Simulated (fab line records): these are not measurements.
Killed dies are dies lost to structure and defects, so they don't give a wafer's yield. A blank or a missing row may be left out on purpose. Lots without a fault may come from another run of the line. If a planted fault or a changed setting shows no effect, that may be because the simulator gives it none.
A struck lot beside a sound one | flow sky130 | 15 out of 708 route steps
Sound: wafers L132.1, L132.2, L132.4. Struck: wafers L145.2, L145.5, L145.6. At the end, the cause is stated.
For every step that has rows: the tool of each side, followed by ch and its chambers, followed by its first start. Under that, the readings that differ: sound wafers | struck wafers | difference of the means | sigmas: that difference in standard deviations of wafers without a fault.
alike: a reading whose means differ by less than 2 such deviations, as well as words and numbers matching on both sides. not compared: withheld readings; readings where some wafer has no value; bounds like >300 that might hide an equal value; numbers whose values overlap and for which the record gives no deviation.
The two part at a step that has a row with sigmas, a row that says differs or no value, or rows on one side only. Numbers that have no deviation but don't overlap get no sigmas and don't part them. A reading missing from all wafers of one side parts the sides only when that side holds two or more wafers.

first, 1 step without rows for these wafers: SKY_FIELD_ISO_DEVELOP_12 (develop time 60 s).
SKY_FIELD_ISO_CD_MEAS_13: the cd target is 150 nm.
  sound on cd-sem-01 at day 2 12:56; struck on cd-sem-01 at day 5 04:32
  alike: cd-nm
SKY_FIELD_ISO_ETCH_14: etches BARC in N2/H2, stops on SiO2, time 45.9 s, target depth 60 nm.
  sound on rie-diel-01 ch 0,1,3, day 2 13:04; struck on rie-diel-02 ch 0,1, day 5 04:38
  alike: drypump-motor-current-A, oes-product-au, throttle-valve-pct
  not compared: rf-hours-counter-h
SKY_FIELD_ISO_ETCH_15: etches the open film in CHF3/O2, stops on Si, target depth 180 nm, time 72 s.
  sound on rie-diel-01 ch 0,1,3, day 2 13:07; struck on rie-diel-02 ch 0,1, day 5 04:40
  alike: drypump-motor-current-A, oes-product-au, throttle-valve-pct
  not compared: rf-hours-counter-h
SKY_FIELD_ISO_STRIP_16: strips in O2/N2.
  sound on plasma-asher-04 ch 0,1, day 2 13:10; struck on plasma-asher-01 ch 0,1, day 5 04:43
  reading                     | sound          | struck         | difference | sigmas
  drypump-motor-current-A (A) | 6.46 6.42 6.44 | 5.88 5.71 5.87 | -0.62      | -2
  alike: oes-product-au, strip-time-to-endpoint-s
  not compared: rf-hours-counter-h
SKY_FIELD_ISO_ETCH_17: etches Si in HBr/Cl2/O2, target depth 342 nm, time 97.7 s.
  sound on rie-si-02 ch 1,2,3, day 2 13:16; struck on rie-si-02 ch 1,2,3, day 5 04:49
  alike: HBr_flow_sccm, drypump-motor-current-A, oes-product-au, throttle-valve-pct
  not compared: rf-hours-counter-h
then, 5 steps without rows for these wafers: SKY_FIELD_ISO_WET_ETCH_18 (etches Si3N4 in H3PO4, target depth 25 nm, time 286 s); SKY_FIELD_ISO_CLEAN_19 (cleans in SC1/SC2, time 150 s); SKY_FIELD_ISO_CLEAN_20 (cleans in dHF, time 20 s); SKY_FIELD_ISO_WET_ETCH_21 (etches SiO2 in dHF, target depth 20 nm, time 400 s); SKY_FIELD_ISO_OXIDATION_22 (stabilise 600 s, purge 300 s, target thk 10 nm).
SKY_FIELD_ISO_THK_MEAS_23:
  sound on film-metro-03 at day 2 19:02; struck on film-metro-04 at day 5 10:15
  alike: FIELD_ISO_OXIDATION_01_THK
SKY_FIELD_ISO_CVD_24: deposits SiO2, target thk 595 nm, time 99.2 s.
  sound on hdpcvd-02 ch 0,1,2, day 2 19:05; struck on hdpcvd-02 ch 0,1,2, day 5 10:18
  reading                                    | sound             | struck         | difference | sigmas
  model.SiO2_of_FIELD_ISO_CVD_24.thk-nm (nm) | 603.6 602.8 597.6 | 1044 1039 1047 | +442       |
  alike: susceptor-temp-C
SKY_FIELD_ISO_THK_MEAS_25:
  sound on film-metro-03 at day 2 19:10; struck on film-metro-03 at day 5 10:37
  reading                   | sound       | struck         | difference | sigmas
  FIELD_ISO_CVD_24_THK (nm) | 604 603 598 | 1044 1038 1047 | +441       | +79
  not compared: hold
SKY_PAD_OPEN_PROBE_99:
  sound wafers here have rows in the record (prober-02, day 46 09:14); struck ones have none

== WHERE THEY PART ==
Last at SKY_PAD_OPEN_PROBE_99 as far as this record goes, first at SKY_FIELD_ISO_STRIP_16.

WHY: the cause the simulator had injected
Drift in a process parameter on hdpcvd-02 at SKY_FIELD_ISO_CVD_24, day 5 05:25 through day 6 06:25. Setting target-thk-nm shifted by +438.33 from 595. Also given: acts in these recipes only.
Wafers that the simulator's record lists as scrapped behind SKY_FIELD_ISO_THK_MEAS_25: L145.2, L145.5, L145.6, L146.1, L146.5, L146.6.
